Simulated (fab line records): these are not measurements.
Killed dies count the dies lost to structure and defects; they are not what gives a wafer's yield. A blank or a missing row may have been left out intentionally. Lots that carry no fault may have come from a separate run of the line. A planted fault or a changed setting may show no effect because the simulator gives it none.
Which of the tools did it? ; flow sky130 ; Sampling: 7 lots, 21 wafers, 2 of 708 route steps

== WHAT EACH GAUGE READ, for each wafer ==
SKY_RES_XHIGH_TW_MEAS_09.
lot;measured;on;RES_XHIGH_TW
L732;day 26 11:06;film-metro-03;1639 1646 1639
L735;day 27 17:52;film-metro-01;1634 1629 1631
L737;day 28 15:35;film-metro-03;1635 1643 1635
L740;day 30 19:17;film-metro-03;1635 1628 1623
L744;day 31 07:05;film-metro-03;1640 1633 1633
L749;day 32 22:16;film-metro-01;1328 1327 1331 1321 1328 1334
L754;day 34 01:29;film-metro-02;1600 1599 1612

== WHAT TOOL EACH LOT RAN ON (gives the tool, then ch and the chambers of the sampled wafers, and finally the start) ==
lot;SKY_RES_XHIGH_IMPLANT_07
L732;implanter-01 ch 0, day 26 10:53
L735;implanter-01 ch 0, day 27 17:38
L737;implanter-02 ch 0, day 28 15:20
L740;implanter-01 ch 0, day 30 19:04
L744;implanter-02 ch 0, day 31 06:52
L749;implanter-03 ch 0, day 32 22:01
L754;implanter-02 ch 0, day 34 01:14
- SKY_RES_XHIGH_IMPLANT_07

== THE ANSWER, worked out from the rows above alone ==
Rule: what is usual is taken from the lots themselves. The widest of any qualifying gaps counts: lots, ordered by their means at a reading, are off when they make up no more than a third of the lots, leave a main group of 4 or more, and stand apart from it by 3 or more times the standard deviation of that group's means. If all means in a main group match to the digits the tables above print for the reading, that group is not used. Also off: a lot with no number at a reading for which 4 or more lots have one. Any other lot the step has rows for is counted as sound.
Off: at SKY_RES_XHIGH_TW_MEAS_09 (RES_XHIGH_TW), L749. Mean 1630 and standard deviation 12 in the main group.
If a tool, at a process step before that reading, ran all the lots that are off and no sound lot after the first of them, it fits. The gauges at SKY_RES_XHIGH_TW_MEAS_09 are tried like those tools. Can't be told from this: 2 tools fit, implanter-03 at SKY_RES_XHIGH_IMPLANT_07, film-metro-01 at SKY_RES_XHIGH_TW_MEAS_09.

== WHAT HAD BEEN PUT IN BY THE SIMULATOR ==
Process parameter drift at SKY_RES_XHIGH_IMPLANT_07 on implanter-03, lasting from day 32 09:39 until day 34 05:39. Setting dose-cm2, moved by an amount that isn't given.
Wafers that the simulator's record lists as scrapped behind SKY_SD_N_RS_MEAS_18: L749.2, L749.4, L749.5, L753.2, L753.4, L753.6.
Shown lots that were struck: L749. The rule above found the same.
